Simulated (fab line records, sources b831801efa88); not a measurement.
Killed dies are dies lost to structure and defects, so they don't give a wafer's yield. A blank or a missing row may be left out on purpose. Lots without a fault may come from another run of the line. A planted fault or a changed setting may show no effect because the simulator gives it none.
Which tool did it? | flow gf180mcu | 12 lots, 36 wafers sampled, at 5 steps of a route of 602

WHAT THE GAUGES READ, wafer by wafer
GF_PASSIVATION_THK_MEAS_01. Usual: PASSIVATION_CVD_00_THK 995 nm, standard deviation 12.
lot  | measured     | on            | PASSIVATION_CVD_00_THK (nm) | flag
L304 | day 28 13:01 | film_metro-03 | 989 992 991                 |
L309 | day 30 03:58 | film_metro-01 | 988 1032 989                |
L310 | day 30 11:13 | film_metro-04 | 993 1009 1050               |
L315 | day 31 22:57 | film_metro-03 | 982 986 993                 |
L317 | day 32 05:23 | film_metro-04 | 988 975 1006                |
L318 | day 32 14:38 | film_metro-01 | 1005 978 993                |
L319 | day 32 21:57 | film_metro-01 | 997 999 1000                |
L320 | day 32 23:37 | film_metro-01 | 990 1002 997                |
L322 | day 33 14:32 | film_metro-01 | 992 1014 1011               |
L323 | day 33 19:37 | film_metro-03 | 979 967 1011                |
L324 | day 33 22:22 | film_metro-03 | 974 991 1003                |
L325 | day 34 00:08 | film_metro-03 | 1002 1001 987               |

GF_PASSIVATION_THK_MEAS_03. Usual: PASSIVATION_CVD_02_THK 700 nm, standard deviation 9.7.
lot  | measured     | on            | PASSIVATION_CVD_02_THK (nm) | flag
L304 | day 28 13:22 | film_metro-01 | 684 700 701                 |
L309 | day 30 04:19 | film_metro-04 | 687 690 681                 |
L310 | day 30 11:34 | film_metro-01 | 693 699 709                 |
L315 | day 31 23:18 | film_metro-04 | 700 697 704                 |
L317 | day 32 05:44 | film_metro-03 | 692 696 702                 |
L318 | day 32 15:08 | film_metro-01 | 697 694 712                 |
L319 | day 32 22:18 | film_metro-04 | 703 709 701                 |
L320 | day 32 23:58 | film_metro-04 | 692 697 701                 |
L322 | day 33 14:53 | film_metro-01 | 705 712 712                 |
L323 | day 33 20:05 | film_metro-01 | 698 704 712                 |
L324 | day 33 22:43 | film_metro-04 | 686 684 706                 |
L325 | day 34 00:31 | film_metro-01 | 708 701 703                 |

WHICH TOOL RAN EACH LOT (tool, then ch and the chambers of the sampled wafers, then the start)
lot  | GF_V4_ETCH_17                                 | GF_PASSIVATION_CVD_00           | GF_PASSIVATION_CVD_02
L304 | rie_diel-03 ch 1,3, day 28 12:56 or earlier   | pecvd-03 ch 1,2, day 28 12:56   | pecvd-04 ch 0,2, day 28 13:04
L309 | rie_diel-03 ch 0,2,3, day 30 03:53 or earlier | pecvd-02 ch 0,1,2, day 30 03:53 | pecvd-03 ch 0,1,2, day 30 04:01
L310 | rie_diel-01 ch 0,1, day 30 11:07 or earlier   | pecvd-02 ch 0,1,2, day 30 11:07 | pecvd-03 ch 1,2, day 30 11:16
L315 | rie_diel-01 ch 0,2,3, day 31 22:52 or earlier | pecvd-04 ch 0,1,2, day 31 22:52 | pecvd-03 ch 0,1,2, day 31 23:01
L317 | rie_diel-01 ch 0,1,2, day 32 05:19 or earlier | pecvd-03 ch 0,1,2, day 32 05:19 | pecvd-02 ch 0,2, day 32 05:26
L318 | rie_diel-01 ch 0,2, day 32 14:34 or earlier   | pecvd-04 ch 0,1,2, day 32 14:34 | pecvd-02 ch 0,1, day 32 14:42
L319 | rie_diel-03 ch 0,2,3, day 32 21:53 or earlier | pecvd-03 ch 0,1,2, day 32 21:53 | pecvd-04 ch 0,1,2, day 32 22:07
L320 | rie_diel-01 ch 0,2,3, day 32 23:31 or earlier | pecvd-03 ch 0,2, day 32 23:31   | pecvd-04 ch 0,2, day 32 23:40
L322 | rie_diel-03 ch 0,3, day 33 14:28 or earlier   | pecvd-03 ch 0,1,2, day 33 14:28 | pecvd-04 ch 0,2, day 33 14:36
L323 | rie_diel-01 ch 1,2,3, day 33 19:32 or earlier | pecvd-02 ch 0,1,2, day 33 19:32 | pecvd-03 ch 0,1, day 33 19:40
L324 | rie_diel-02 ch 1,3, day 33 22:16 or earlier   | pecvd-02 ch 0,1,2, day 33 22:16 | pecvd-04 ch 0,1, day 33 22:25
L325 | rie_diel-02 ch 0,1,2, day 34 00:04 or earlier | pecvd-02 ch 0,1,2, day 34 00:04 | pecvd-04 ch 0,1,2, day 34 00:12
- GF_V4_ETCH_17: etches SiO2 in C4F8/O2/Ar, stops on TiN, target depth 630 nm.
- GF_PASSIVATION_CVD_00: deposits SiO2 from TEOS, target thk 1000 nm, time 111.95 s.
- GF_PASSIVATION_CVD_02: deposits Si3N4, target thk 700 nm, time 486.18 s.

WHAT THE TOOLS THEMSELVES READ (means of the sampled wafers that have a number; where no wafer has one, the mark that the record gives instead)
GF_V4_ETCH_17. Usual: chamber_pressure_mTorr 40.00 mTorr, standard deviation 0.034; oes_product_au 0.857 a.u., standard deviation 0.0049.
lot  | tool        | chamber_pressure_mTorr (mTorr) | oes_product_au (a.u.) | flag
L304 | rie_diel-03 | 40.00                          | 0.855                 |
L309 | rie_diel-03 | 40.00                          | 0.858                 |
L310 | rie_diel-01 | 40.00                          | 0.859                 |
L315 | rie_diel-01 | 40.01                          | 0.860                 |
L317 | rie_diel-01 | 40.01                          | 0.858                 |
L318 | rie_diel-01 | 40.01                          | 0.854                 |
L319 | rie_diel-03 | 39.98                          | 0.862                 |
L320 | rie_diel-01 | 39.97                          | 0.860                 |
L322 | rie_diel-03 | 40.01                          | 0.856                 |
L323 | rie_diel-01 | 39.96                          | 0.863                 |
L324 | rie_diel-02 | 40.02                          | 0.853                 |
L325 | rie_diel-02 | 40.02                          | 0.855                 |

GF_PASSIVATION_CVD_00. Usual: heater_power_outer_w 368 W, standard deviation 62; heater_power_w 630 W, standard deviation 79; rf_fwd_power_W 596.0 W, standard deviation 2.1.
lot  | tool     | heater_power_outer_w (W) | heater_power_w (W) | rf_fwd_power_W (W) | flag
L304 | pecvd-03 | 343                      | 630                | 595.4              |
L309 | pecvd-02 | 371                      | 614                | 626.4              | OFF
L310 | pecvd-02 | 380                      | 600                | 627.0              | OFF
L315 | pecvd-04 | 319                      | 589                | 597.3              |
L317 | pecvd-03 | 348                      | 615                | 597.8              |
L318 | pecvd-04 | 318                      | 583                | 596.8              |
L319 | pecvd-03 | 315                      | 580                | 596.1              |
L320 | pecvd-03 | 318                      | 564                | 596.4              |
L322 | pecvd-03 | 366                      | 646                | 595.3              |
L323 | pecvd-02 | 390                      | 647                | 596.7              |
L324 | pecvd-02 | 392                      | 634                | 597.6              |
L325 | pecvd-02 | 407                      | 657                | 594.8              |

GF_PASSIVATION_CVD_02. Usual: heater_power_outer_w 390 W, standard deviation 57; heater_power_w 673 W, standard deviation 82; rf_fwd_power_W 449.0 W, standard deviation 1.4.
lot  | tool     | heater_power_outer_w (W) | heater_power_w (W) | rf_fwd_power_W (W) | flag
L304 | pecvd-04 | 339                      | 606                | 449.9              |
L309 | pecvd-03 | 351                      | 631                | 448.0              |
L310 | pecvd-03 | 372                      | 672                | 448.9              |
L315 | pecvd-03 | 404                      | 685                | 448.8              |
L317 | pecvd-02 | 466                      | 709                | 449.0              |
L318 | pecvd-02 | 474                      | 747                | 451.4              |
L319 | pecvd-04 | 330                      | 602                | 449.5              |
L320 | pecvd-04 | 352                      | 637                | 448.2              |
L322 | pecvd-04 | 375                      | 683                | 448.6              |
L323 | pecvd-03 | 396                      | 694                | 449.5              |
L324 | pecvd-04 | 362                      | 665                | 450.3              |
L325 | pecvd-04 | 395                      | 694                | 449.9              |

THE ANSWER, worked out from the rows above alone
Rule: a lot is off if the mean of its wafers that have a number lies more than 3 standard deviations from the usual mean. A lot without any number at a reading at which 4 lots or more have one is off too. The other lots that the step has rows for count as sound. The gauges are gone through in route order, then the tools' own readings, and for those a lot's mean is taken as printed above. The first step at which some lot is off is used, and at that step the reading that is off furthest; a lot without a number counts as furthest.
Off: L309, L310, at GF_PASSIVATION_CVD_00 (rf_fwd_power_W).
A tool fits if, at that step or a process step before it, it ran every lot that is off, and no sound lot after the first of them. GF_V4_ETCH_17 gives no start for some lots, so the hours and the order of its lots are those of GF_PASSIVATION_CVD_00. None of those tried fits.

WHAT THE SIMULATOR HAD PUT IN
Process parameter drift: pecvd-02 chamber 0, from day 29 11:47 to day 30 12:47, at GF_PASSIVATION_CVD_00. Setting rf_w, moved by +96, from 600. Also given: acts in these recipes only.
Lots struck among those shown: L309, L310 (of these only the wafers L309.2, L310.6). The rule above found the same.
